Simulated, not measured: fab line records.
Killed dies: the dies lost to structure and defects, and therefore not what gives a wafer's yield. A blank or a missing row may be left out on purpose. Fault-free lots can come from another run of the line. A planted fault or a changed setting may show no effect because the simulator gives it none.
Split-lot trial + flow sky130 + 23 wafers read across 5 lots, on a route 708 steps long

== THE SPLIT ITSELF ==
At SKY_LDD_P_DEVELOP_06 (develop time 60 s), the setting dev-temp-c was moved away from the recipe's 23 C on 9 of the 23 wafers read, by -9.0% to +11.5%. The other wafers ran this setting at the recipe's value.

There is no step in the file separating the split from the reading.

== THE READING ==
cd-nm (nm) at SKY_LDD_P_CD_MEAS_07, where the cd target is 380 nm. On this fab line, fault-free wafers typically give 380.1 nm with a standard deviation of 2 nm.

| wafer  | tool, chamber at the split | dev-temp-c as run, C | against the recipe | cd-nm, nm | against lot-mates on the recipe |
|--------|----------------------------|----------------------|--------------------|-----------|---------------------------------|
| L075.1 | litho-track-01, 0          | 24.12                | +4.9%              | 375.7     | -2.3                            |
| L075.2 | litho-track-01, 0          | 23                   | recipe             | 378.7     | -                               |
| L075.3 | litho-track-01, 0          | 23                   | recipe             | 376.6     | -                               |
| L075.4 | litho-track-01, 0          | 23                   | recipe             | 378.6     | -                               |
| L075.5 | litho-track-01, 0          | 24.12                | +4.9%              | 371.8     | -6.2                            |
| L078.2 | litho-track-02, 0          | 25.37                | +10.3%             | 373.6     | -5.7                            |
| L078.3 | litho-track-02, 0          | 23                   | recipe             | 379.9     | -                               |
| L078.4 | litho-track-02, 0          | 23                   | recipe             | 380.5     | -                               |
| L078.5 | litho-track-02, 0          | 25.37                | +10.3%             | 371.7     | -7.6                            |
| L078.6 | litho-track-02, 0          | 23                   | recipe             | 377.6     | -                               |
| L079.2 | litho-track-02, 0          | 25.64                | +11.5%             | 370.1     | -7.6                            |
| L079.3 | litho-track-02, 0          | 23                   | recipe             | 378.3     | -                               |
| L079.4 | litho-track-02, 0          | 25.64                | +11.5%             | 370.7     | -7.1                            |
| L079.5 | litho-track-02, 0          | 23                   | recipe             | 377.2     | -                               |
| L079.6 | litho-track-02, 0          | 25.64                | +11.5%             | 367.5     | -10.2                           |
| L080.2 | litho-track-02, 0          | 23                   | recipe             | 380.0     | -                               |
| L080.3 | litho-track-02, 0          | 23                   | recipe             | 382.0     | -                               |
| L080.4 | litho-track-02, 0          | 23                   | recipe             | 382.0     | -                               |
| L080.5 | litho-track-02, 0          | 20.94                | -9.0%              | 389.9     | +8.6                            |
| L080.6 | litho-track-02, 0          | 20.94                | -9.0%              | 389.0     | +7.7                            |
| L084.1 | litho-track-02, 0          | 23                   | recipe             | 377.9     | -                               |
| L084.3 | litho-track-02, 0          | 23                   | recipe             | 379.9     | -                               |
| L084.6 | litho-track-02, 0          | 23                   | recipe             | 379.3     | -                               |

FIT RESULTS
A straight line over all 23 wafers: cd-nm changes by -0.89 nm for each +1% of dev-temp-c; r = -0.94; the points scatter about the line by 1.9 nm.
The same after taking each lot's own level away (the mean of its wafers on the recipe; 23 wafers): -0.762 nm for each +1%; r = -0.96; scatter 1.3 nm.
The reading moves by 8.7 nm for the largest change in dev-temp-c, on that fit.
Across the lots, their own levels run from 377.75 to 381.33 nm, a range of 1.8 times the standard deviation given above.
In other words, the slope is changed by the lot-to-lot level; the two fits disagree.
Check: -8.69 nm against its lot-mates is what the line predicts for one of the wafers moved furthest among these (+11.5%) when that wafer is left out of the fit. Against them it came out at -7.65 nm.

== THE OTHER SPLITS THESE WAFERS WENT THROUGH ==
Before the reading, these wafers also passed through other splits. Each is held against what the fit with the lots' levels taken away leaves over:
| other split on the same wafers    | wafers away from the commonest value | r with cd-nm (lot level and that fit taken away) |
|-----------------------------------|--------------------------------------|--------------------------------------------------|
| SKY_GATE_OXIDE_SOFTBAKE_06 temp-c | 6                                    | +0.12                                            |
| SKY_POLY_GATE_ETCH_15 time-s      | 6                                    | +0.21                                            |
| SKY_LDD_N_IMPLANT_09 energy-kev   | 5                                    | +0.20                                            |

== THE FILE'S OWN FIT ==
cd-nm changes by -0.751 nm for each +1% of dev-temp-c, r = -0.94.
